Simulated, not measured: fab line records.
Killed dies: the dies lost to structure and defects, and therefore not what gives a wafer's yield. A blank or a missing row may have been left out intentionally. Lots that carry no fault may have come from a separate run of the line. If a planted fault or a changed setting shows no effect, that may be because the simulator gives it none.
fab line records	flow sky130
record: lots: 6	wafers: 18	last-day: 50
route steps=708 shown LDD_P@263 LDD_HVN@267 PAD_OPEN@708
lots that met no fault: taken from a fault-free run of the same line
start-h: start of the lot's first displayed wafer, in hours after the record's first day	wait-h: how many hours have passed since the lot's step before this one	" repeats the value in the row above	L1.1+2: a single row standing in for several wafers	- value missing, or start not given	* or withheld: withheld	< > ~ a bound
route shown NAME@n: NAME is a module with steps in the file, n the number in the route of the first one	usual: mean and standard deviation over wafers with no fault	same: alike in all rows	chamber/n: place in a boat	sites: the reading at each site	_std_site: standard deviation of those values	_edge_site: inner sites' mean taken away from outer sites' mean	radius-mm: for every site, how far away it sits from the centre of the wafer	mask NAME#n: copy n	behind: the most recent tool/chamber to have shaped the wafer	hold: why the lot went on hold/how many hours it stayed there/how the hold came to an end	device: the n, p or np transistor that did not switch	end of line: at the end of the route, the tests of the same wafers	a step given without rows: its recipe and nothing more	killed: not the wafer's yield, but the dies lost to structure and defects at the first sort	map: shows each die of a wafer: x if killed, . if not, _ if none is there
set.NAME: the setting the step ran with; set.NAME@STEP: the setting that earlier step ran with	model.NAME: the simulator's own value behind a step, which no gauge read
certain route steps with their lots: each step a table, each wafer a row
services: a tool's chamber out of use, with start hour (start-h, from the record's first day; less than 0 if before it), hours out, and reason
== steps ==
step: SKY_LDD_P_OVL_MEAS_08
usual: LDD_P_OVL: -0.2/1.4
lot.wafer	tool	chamber	start-h	wait-h	LDD_P_OVL[nm]
L159.1	overlay-01	-	451.92	0.1	0.8
L159.2	"	-	"	"	0.3
L159.5	"	-	"	"	0.8
L162.4	overlay-02	-	459.27	0.1	0.2
L162.5	"	-	"	"	-1.4
L162.6	"	-	"	"	0.2
L164.2	overlay-01	-	468.36	0.1	0.9
L164.5	"	-	"	"	-0.6
L164.6	"	-	"	"	0.6
L165.1	overlay-01	-	501.26	0.1	-0.9
L165.3	"	-	"	"	-0.2
L165.6	"	-	"	"	-4.1
L173.1	overlay-01	-	561.85	0.1	-1.4
L173.5	"	-	"	"	-1.4
L173.6	"	-	"	"	-1.5
L181.3	overlay-01	-	625.63	0.1	0.4
L181.5	"	-	"	"	-0.1
L181.6	"	-	"	"	-1.3
step: SKY_LDD_P_IMPLANT_09
recipe: species: BF2	energy-kev: 25	dose-cm2: 1e+13	tilt-deg: withheld
step: SKY_LDD_P_STRIP_10
recipe: chemistry: O2/N2	power-w: 1400	pressure-mtorr: 1500	platen-temp-c: withheld	o2-flow-sccm: 3000	n2-flow-sccm: 300	overash-fraction: 0.5
usual: drypump-motor-current-A: 5.94/0.17	oes-product-au: 0.716/0.0042	strip-time-to-endpoint-s: 14.20/0.041
lot.wafer	tool	chamber	start-h	wait-h	drypump-motor-current-A	oes-product-au	rf-hours-counter-h	strip-time-to-endpoint-s
L159.1	plasma-asher-02	0	452.10	0.1	5.83	0.712	31	14.13
L159.2	"	1	"	"	5.77	0.712	31	14.16
L159.5	"	0	"	"	5.83	0.716	-	14.11
L162.4	plasma-asher-02	1	459.47	0.1	5.78	0.714	-	14.16
L162.5	"	1	"	"	5.73	0.724	-	14.17
L162.6	"	0	"	"	5.82	0.716	-	14.15
L164.2	plasma-asher-02	1	468.54	0.1	5.74	0.714	32	14.09
L164.5	"	0	"	"	5.83	0.720	-	14.13
L164.6	"	1	"	"	5.75	0.707	-	14.17
L165.1	plasma-asher-01	0	501.44	0.1	5.93	0.719	8	14.14
L165.3	"	1	"	"	6.21	0.716	-	14.18
L165.6	"	1	"	"	6.21	0.721	-	14.17
L173.1	plasma-asher-01	0	562.04	0.1	5.92	0.711	14	14.28
L173.5	"	1	"	"	6.24	0.716	-	14.25
L173.6	"	0	"	"	5.92	0.716	-	14.28
L181.3	plasma-asher-01	0	625.84	0.1	5.91	0.729	-	14.19
L181.5	"	1	"	"	6.22	0.706	-	14.18
L181.6	"	0	"	"	5.90	0.719	-	14.23
step: SKY_LDD_P_TW_MEAS_11
usual: LDD_P_TW: 634/5.2
lot.wafer	tool	chamber	start-h	wait-h	LDD_P_TW
L159.1	film-metro-02	-	452.22	0.1	632
L159.2	"	-	"	"	631
L159.5	"	-	"	"	628
L162.4	film-metro-02	-	459.57	0.1	628
L162.5	"	-	"	"	631
L162.6	"	-	"	"	632
L164.2	film-metro-02	-	468.65	0.1	629
L164.5	"	-	"	"	633
L164.6	"	-	"	"	627
L165.1	film-metro-02	-	501.54	0.1	630
L165.3	"	-	"	"	630
L165.6	"	-	"	"	633
L173.1	film-metro-03	-	562.14	0.1	639
L173.5	"	-	"	"	644
L173.6	"	-	"	"	641
L181.3	film-metro-02	-	625.92	0.1	630
L181.5	"	-	"	"	633
L181.6	"	-	"	"	631
step: SKY_LDD_HVN_DEHYDRATE_00
recipe: temp-c: 200	time-s: 60
step: SKY_LDD_HVN_HMDS_01
recipe: prime-time-s: 60	prime-temp-c: 120
step: SKY_LDD_HVN_COAT_02
recipe: resist: NOVOLAK	spin-rpm: 3000	resist-thk-nm: 300
step: SKY_LDD_HVN_SOFTBAKE_03
recipe: temp-c: 90	time-s: 60	resist: NOVOLAK
step: SKY_LDD_HVN_EXPOSE_04
recipe: mask-id: HVNTM	na: 0.6	source-shape: conventional	sigma-outer: 0.6	polarization: unpolarized	target-cd-nm: 700	dose-mj: 127
step: SKY_LDD_HVN_PEB_05
recipe: temp-c: withheld	time-s: *	resist: NOVOLAK
step: SKY_LDD_HVN_DEVELOP_06
recipe: resist: NOVOLAK	developer: TMAH	develop-time-s: 60	dev-temp-c: 23
step: SKY_LDD_HVN_OVL_MEAS_07
usual: LDD_HVN_OVL: 0.6/1.5
lot.wafer	tool	chamber	start-h	wait-h	LDD_HVN_OVL[nm]
L159.1	overlay-01	-	483.18	0.1	0.6
L159.2	"	-	"	"	0.0
L159.5	"	-	"	"	-1.6
L162.4	overlay-01	-	490.45	0.1	-0.9
L162.5	"	-	"	"	0.3
L162.6	"	-	"	"	0.4
L164.2	overlay-02	-	499.51	0.1	2.1
L164.5	"	-	"	"	1.4
L164.6	"	-	"	"	-0.9
L165.1	overlay-01	-	532.11	0.1	-1.3
L165.3	"	-	"	"	0.2
L165.6	"	-	"	"	0.9
L173.1	overlay-01	-	592.31	0.1	1.2
L173.5	"	-	"	"	0.0
L173.6	"	-	"	"	-0.1
L181.3	overlay-01	-	654.50	0.1	-0.9
L181.5	"	-	"	"	-0.2
L181.6	"	-	"	"	-1.8
step: SKY_LDD_HVN_IMPLANT_08
recipe: species: P	energy-kev: 60	dose-cm2: 3e+13	tilt-deg: 40
usual: beam-energy-keV: 60.000/0.017
lot.wafer	tool	chamber	start-h	wait-h	beam-energy-keV	model.implant.rp-nm	model.implant.drp-nm
L159.1	implanter-04	0	483.22	0.0	59.975	57.16	28.15
L159.2	"	0	"	"	59.997	57.16	28.15
L159.5	"	0	"	"	59.973	57.16	28.15
L162.4	implanter-04	0	490.55	0.1	86.051	78.2	38.34
L162.5	"	0	"	"	86.030	78.2	38.34
L162.6	"	0	"	"	86.017	78.2	38.34
L164.2	implanter-04	0	499.57	0.0	86.042	81.6	38.34
L164.5	"	0	"	"	86.018	81.6	38.34
L164.6	"	0	"	"	86.034	81.6	38.34
L165.1	implanter-01	0	532.14	0.0	60.010	55.69	28.15
L165.3	"	0	"	"	60.016	55.69	28.15
L165.6	"	0	"	"	60.011	55.69	28.15
L173.1	implanter-01	0	592.34	0.0	60.012	56.34	28.15
L173.5	"	0	"	"	59.997	56.34	28.15
L173.6	"	0	"	"	60.008	56.34	28.15
L181.3	implanter-04	0	654.57	0.1	60.005	54.61	28.15
L181.5	"	0	"	"	59.988	54.61	28.15
L181.6	"	0	"	"	60.015	54.61	28.15
step: SKY_LDD_HVN_STRIP_09
recipe: chemistry: O2/N2	power-w: 1400	pressure-mtorr: 1500	platen-temp-c: withheld	o2-flow-sccm: 3000	n2-flow-sccm: 300	overash-fraction: 0.5
usual: drypump-motor-current-A: 5.78/0.29	oes-product-au: 0.409/0.0045	strip-time-to-endpoint-s: 4.143/0.014
lot.wafer	tool	chamber	start-h	wait-h	drypump-motor-current-A	oes-product-au	rf-hours-counter-h	strip-time-to-endpoint-s
L159.1	plasma-asher-03	0	483.37	0.1	6.03	0.412	84	4.140
L159.2	"	1	"	"	5.32	0.414	84	4.124
L159.5	"	1	"	"	5.31	0.406	-	4.132
L162.4	plasma-asher-04	1	490.65	0.1	6.05	0.404	-	4.140
L162.5	"	0	"	"	5.76	0.411	-	4.140
L162.6	"	1	"	"	6.08	0.412	-	4.151
L164.2	plasma-asher-03	0	499.69	0.1	6.09	0.408	86	4.145
L164.5	"	1	"	"	5.32	0.417	-	4.152
L164.6	"	0	"	"	6.08	0.408	-	4.169
L165.1	plasma-asher-03	1	532.29	0.1	5.31	0.413	89	4.147
L165.3	"	1	"	"	5.32	0.411	-	4.151
L165.6	"	1	"	"	5.32	0.410	-	4.126
L173.1	plasma-asher-04	0	592.49	0.1	5.76	0.410	76	4.169
L173.5	"	1	"	"	6.06	0.413	-	4.152
L173.6	"	0	"	"	5.75	0.408	-	4.166
L181.3	plasma-asher-02	0	654.70	0.1	5.83	0.408	-	4.129
L181.5	"	0	"	"	5.86	0.416	-	4.128
L181.6	"	1	"	"	5.75	0.406	-	4.144
step: SKY_LDD_HVN_TW_MEAS_10
usual: LDD_HVN_TW: 1444/7.2
lot.wafer	tool	chamber	start-h	wait-h	hold	LDD_HVN_TW
L159.1	film-metro-03	-	483.47	0.1	-	1441
L159.2	"	-	"	"	-	1439
L159.5	"	-	"	"	-	1444
L162.4	film-metro-03	-	490.75	0.1	await-dispo/0.2h/release	1577
L162.5	"	-	"	"	await-dispo/0.2h/release	1577
L162.6	"	-	"	"	await-dispo/0.2h/release	1574
L162.4	film-metro-03	-	490.98	0.2	-	1581
L162.5	"	-	"	"	-	1589
L162.6	"	-	"	"	-	1588
L164.2	film-metro-03	-	499.80	0.1	await-dispo/0.2h/release	1587
L164.5	"	-	"	"	await-dispo/0.2h/release	1579
L164.6	"	-	"	"	await-dispo/0.2h/release	1578
L164.2	film-metro-03	-	500.03	0.2	-	1578
L164.5	"	-	"	"	-	1579
L164.6	"	-	"	"	-	1574
L165.1	film-metro-03	-	532.39	0.1	-	1440
L165.3	"	-	"	"	-	1429
L165.6	"	-	"	"	-	1443
L173.1	film-metro-03	-	592.59	0.1	-	1461
L173.5	"	-	"	"	-	1454
L173.6	"	-	"	"	-	1458
L181.3	film-metro-01	-	654.79	0.1	-	1447
L181.5	"	-	"	"	-	1442
L181.6	"	-	"	"	-	1442
step: SKY_PAD_OPEN_PROBE_99
usual: killed_at_M0_to_M3: 43/7.3	killed_at_M4_up: 3.1/1.7	killed-at-contacts: 25/5.3	killed-at-front-end: 15/4.3	killed-at-other: 0.2/0.54	killed-dies: 87/10	killed-open: 48/7.6	killed-short: 38/6.1
same: gross-dies: 492	killed-at-back-side: 0
lot.wafer	tool	chamber	start-h	wait-h	killed_at_M0_to_M3	killed_at_M4_up	killed-at-contacts	killed-at-front-end	killed-at-other	killed-dies	killed-open	killed-short	model.etest.tip_n_5v.rs-ohm-sq	model.etest.nfet-g5v0d10v5.r-on-ohm-um	model.etest.nfet-g5v0d10v5.drive-ua-um	model.etest.nfet_05v0_nvt.drive-ua-um	model.etest.ring_5v.delay-ps	model.etest.nfet_05v0_nvt.off-log10-a-um	model.etest.nfet-g5v0d10v5.vt-sat-v	model.etest.nfet-g5v0d10v5.vt-v
L159.1	prober-02	-	1088.83	0.1	42	6	28	15	0	91	43	48	1361	1858	610.9	583.5	43.61	-10.86	0.753	0.8177
L159.2	prober-02	-	1088.88	0.1	45	2	23	13	0	83	47	36	1365	1898	600.7	572.6	44.28	-10.88	0.7589	0.8198
L159.5	prober-02	-	1089.03	0.2	51	2	17	18	0	88	53	35	1379	1874	596.5	575.9	44.35	-10.81	0.7713	0.8328
L162.4	prober-01	-	1094.82	0.2	26	3	35	15	0	79	35	44	1233	1808	637	584.8	43.54	-10.67	0.7008	0.7818
L162.5	prober-01	-	1094.87	0.2	24	4	23	21	0	72	40	32	1219	1806	639.8	598.4	44.03	-10.66	0.6893	0.7719
L162.6	prober-01	-	1094.92	0.2	41	2	18	12	0	73	42	31	1219	1811	630.4	592.6	44.26	-10.84	0.7015	0.7865
L164.2	prober-01	-	1098.33	0.1	40	4	27	18	0	89	44	45	1195	1782	646.1	597	43.25	-10.78	0.6832	0.7772
L164.5	prober-01	-	1098.48	0.2	45	6	29	17	0	97	55	42	1180	1777	634.7	590.7	43.37	-10.62	0.6811	0.7791
L164.6	prober-01	-	1098.53	0.2	30	4	22	15	0	71	35	36	1187	1778	647.8	598.8	43.53	-10.71	0.6863	0.7802
L165.1	prober-02	-	1122.53	0.1	47	3	26	6	0	82	49	33	1382	1882	602.4	579	44.32	-10.84	0.7638	0.824
L165.3	prober-02	-	1122.63	0.2	47	2	19	22	0	90	47	40	1385	1914	598	563.7	45.23	-10.74	0.7671	0.8272
L165.6	prober-02	-	1122.78	0.2	50	2	28	19	0	99	51	48	1375	1924	592.5	563.8	44.11	-10.84	0.7699	0.8325
L173.1	prober-02	-	1159.73	0.1	60	2	26	26	0	114	60	53	1377	1873	593.8	562.4	44.77	-11.09	0.7722	0.8366
L173.5	prober-02	-	1159.93	0.2	54	5	24	11	0	94	52	42	1373	1912	594.6	568.9	44.87	-10.89	0.7619	0.8224
L173.6	prober-02	-	1159.98	0.2	52	1	20	18	0	91	49	42	1366	1919	594.2	568.9	45.12	-10.73	0.7662	0.8235
L181.3	prober-01	-	1196.38	0.2	42	1	35	20	0	98	57	41	1398	1837	621.9	590.5	44.51	-10.97	0.7518	0.8086
L181.5	prober-01	-	1196.48	0.2	38	7	25	21	1	92	45	47	1401	1860	619.4	587.9	44.42	-10.89	0.7662	0.82
L181.6	prober-01	-	1196.53	0.2	62	2	23	19	0	106	54	52	1394	1826	623.2	587.9	43.72	-11.07	0.754	0.8102
killed by level:class
L159.1 CONTACT:geometric-particle:open=11 METAL1:geometric-particle:short=8 VIA1:geometric-particle:open=7 FIELD_ISO:geometric-particle:short=6 LI_CONTACT:geometric-particle:open=6 METAL2:geometric-particle:short=6 LOCAL_INTERCONNECT:geometric-particle:short=5 CONTACT:geometric-particle:short=5
L159.2 CONTACT:geometric-particle:open=9 VIA1:geometric-particle:open=9 VIA3:geometric-particle:open=7 FIELD_ISO:geometric-particle:short=6 VIA2:geometric-particle:open=6 METAL2:geometric-particle:short=6 METAL1:geometric-particle:short=5 POLY_GATE:geometric-particle:open=4
L159.5 VIA1:geometric-particle:open=11 CONTACT:geometric-particle:open=10 VIA2:geometric-particle:open=9 VIA3:geometric-particle:open=8 METAL1:geometric-particle:short=7 METAL2:geometric-particle:short=5 POLY_GATE:geometric-particle:open=4 POLY_GATE:geometric-particle:short=4
L162.4 CONTACT:geometric-particle:open=12 LI_CONTACT:geometric-particle:open=8 METAL1:geometric-particle:short=8 CONTACT:geometric-particle:short=7 LOCAL_INTERCONNECT:geometric-particle:short=6 METAL2:geometric-particle:short=5 POLY_GATE:geometric-particle:short=5 POLY_GATE:geometric-particle:open=5
L162.5 CONTACT:geometric-particle:open=9 LI_CONTACT:geometric-particle:open=8 POLY_GATE:geometric-particle:short=7 VIA1:geometric-particle:open=6 FIELD_ISO:geometric-particle:short=5 CONTACT:geometric-particle:short=4 FIELD_ISO:geometric-particle:open=3 POLY_GATE:geometric-particle:open=3
L162.6 VIA1:geometric-particle:open=11 CONTACT:geometric-particle:open=9 VIA3:geometric-particle:open=8 VIA1:geometric-particle:short=6 LOCAL_INTERCONNECT:geometric-particle:short=4 VIA2:geometric-particle:open=4 FIELD_ISO:geometric-particle:open=3 POLY_GATE:geometric-particle:short=3
L164.2 CONTACT:geometric-particle:open=14 VIA1:geometric-particle:open=11 METAL2:geometric-particle:short=11 FIELD_ISO:geometric-particle:short=6 LI_CONTACT:geometric-particle:open=5 VIA2:geometric-particle:open=5 POLY_GATE:geometric-particle:short=4 VIA1:geometric-particle:short=3
L164.5 VIA1:geometric-particle:open=11 CONTACT:geometric-particle:open=10 VIA3:geometric-particle:open=9 LI_CONTACT:geometric-particle:open=7 CONTACT:geometric-particle:short=5 FIELD_ISO:geometric-particle:short=4 FIELD_ISO:geometric-particle:open=4 VIA1:geometric-particle:short=4
L164.6 CONTACT:geometric-particle:open=8 VIA2:geometric-particle:open=7 VIA1:geometric-particle:open=6 METAL2:geometric-particle:short=5 CONTACT:geometric-particle:short=5 FIELD_ISO:geometric-particle:short=4 LI_CONTACT:geometric-particle:open=4 LOCAL_INTERCONNECT:geometric-particle:short=4
L165.1 CONTACT:geometric-particle:open=11 VIA3:geometric-particle:open=11 VIA1:geometric-particle:open=9 VIA2:geometric-particle:open=7 CONTACT:geometric-particle:short=5 METAL1:geometric-particle:short=5 LI_CONTACT:geometric-particle:open=4 LOCAL_INTERCONNECT:geometric-particle:short=4
L165.3 VIA1:geometric-particle:open=10 METAL1:geometric-particle:short=8 CONTACT:geometric-particle:open=7 FIELD_ISO:geometric-particle:short=6 FIELD_ISO:geometric-particle:open=6 VIA2:geometric-particle:open=6 LI_CONTACT:geometric-particle:short=5 VIA3:geometric-particle:open=4
L165.6 VIA1:geometric-particle:open=14 LI_CONTACT:geometric-particle:open=8 CONTACT:geometric-particle:open=8 VIA3:geometric-particle:open=7 VIA1:geometric-particle:short=6 FIELD_ISO:geometric-particle:short=5 METAL1:geometric-particle:short=5 CONTACT:geometric-particle:short=5
L173.1 VIA1:geometric-particle:short=12 VIA1:geometric-particle:open=11 SPACER:geometric-particle:open=8 CONTACT:geometric-particle:open=8 VIA2:geometric-particle:open=8 FIELD_ISO:geometric-particle:open=7 METAL1:geometric-particle:short=7 VIA3:geometric-particle:open=6
L173.5 VIA1:geometric-particle:open=14 VIA2:geometric-particle:open=10 LOCAL_INTERCONNECT:geometric-particle:short=8 CONTACT:geometric-particle:open=8 VIA1:geometric-particle:short=6 METAL2:geometric-particle:short=6 LI_CONTACT:geometric-particle:open=5 METAL1:geometric-particle:short=4
L173.6 VIA3:geometric-particle:open=9 VIA1:geometric-particle:open=9 CONTACT:geometric-particle:open=8 CONTACT:geometric-particle:short=6 VIA3:geometric-particle:short=6 VIA1:geometric-particle:short=6 FIELD_ISO:geometric-particle:open=5 VIA2:geometric-particle:open=5
L181.3 LI_CONTACT:geometric-particle:open=14 CONTACT:geometric-particle:open=9 VIA1:geometric-particle:open=8 METAL2:geometric-particle:short=8 VIA3:geometric-particle:open=6 FIELD_ISO:geometric-particle:open=5 POLY_GATE:geometric-particle:short=5 VIA2:geometric-particle:open=5
L181.5 CONTACT:geometric-particle:short=9 LI_CONTACT:geometric-particle:open=8 VIA1:geometric-particle:open=8 METAL2:geometric-particle:short=7 POLY_GATE:geometric-particle:open=5 POLY_GATE:geometric-particle:short=4 CONTACT:geometric-particle:open=4 METAL4:geometric-particle:short=4
L181.6 VIA1:geometric-particle:open=13 CONTACT:geometric-particle:open=11 VIA3:geometric-particle:open=8 METAL1:geometric-particle:short=7 METAL2:geometric-particle:short=7 CONTACT:geometric-particle:short=6 VIA1:geometric-particle:short=6 METAL3:geometric-particle:short=5
== services ==
tool	chamber	start-h	hours	kind
plasma-asher-04	-	428.75	13.7	repair
plasma-asher-01	0	430.25	-	clean
plasma-asher-01	1	430.25	-	clean
plasma-asher-04	-	459.55	1.5	repair
implanter-04	-	487.09	1.1	repair
implanter-01	-	487.31	2.1	repair
implanter-01	-	492.28	2.8	repair
plasma-asher-01	-	518.98	3.6	repair
plasma-asher-02	-	527.09	2.8	pm
implanter-04	-	538.81	4.9	pm
plasma-asher-04	-	573.28	4.3	repair
plasma-asher-01	-	575.69	16.5	repair
implanter-01	-	581.32	1.9	repair
implanter-04	-	589.08	5.7	repair
implanter-04	-	616.03	3.6	repair
implanter-04	-	618.05	10.0	repair
plasma-asher-02	-	626.66	1.4	repair
plasma-asher-02	-	634.29	2.0	repair
implanter-04	-	635.40	6.4	repair
implanter-01	-	638.28	4.1	pm
== key ==
first-sign: step: SKY_LDD_HVN_IMPLANT_08	reading: beam-energy-keV	direction: up	sigmas: 99+	usual: *	struck: *
effect: step: SKY_LDD_HVN_TW_MEAS_10	reading: visit	direction: added
effect: step: SKY_LDD_HVN_TW_MEAS_10	reading: LDD_HVN_TW	direction: up	sigmas: 19	usual: 1444	struck: 1579
model-effect: step: SKY_LDD_HVN_IMPLANT_08	value: implant.rp-nm	without: 55.12	struck: 79.9
model-effect: step: SKY_PAD_OPEN_PROBE_99	value: etest.tip_n_5v.rs-ohm-sq	without: 1394	struck: 1205
met-at SKY_LDD_HVN_IMPLANT_08
struck-wafers L162.4,L162.5,L162.6,L164.2,L164.5,L164.6
tester-left-out L162,L164
onset-between 483.22 490.55
fault: kind: process-parameter-drift	tool: implanter-04	chamber: -	onset-h: 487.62	steps: SKY_LDD_HVN_IMPLANT_08	channel: energy-kev	offset: *	shape: step	end-h: 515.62	acts-in: *	stated: *
tester-left-out: of these lots the tester's yield and bins aren't shown, on N5 and GAA mostly nor the transistor test; their killed dies are dies lost to structure and defects alone, not to doping, threshold or leakage, so they don't give the yield
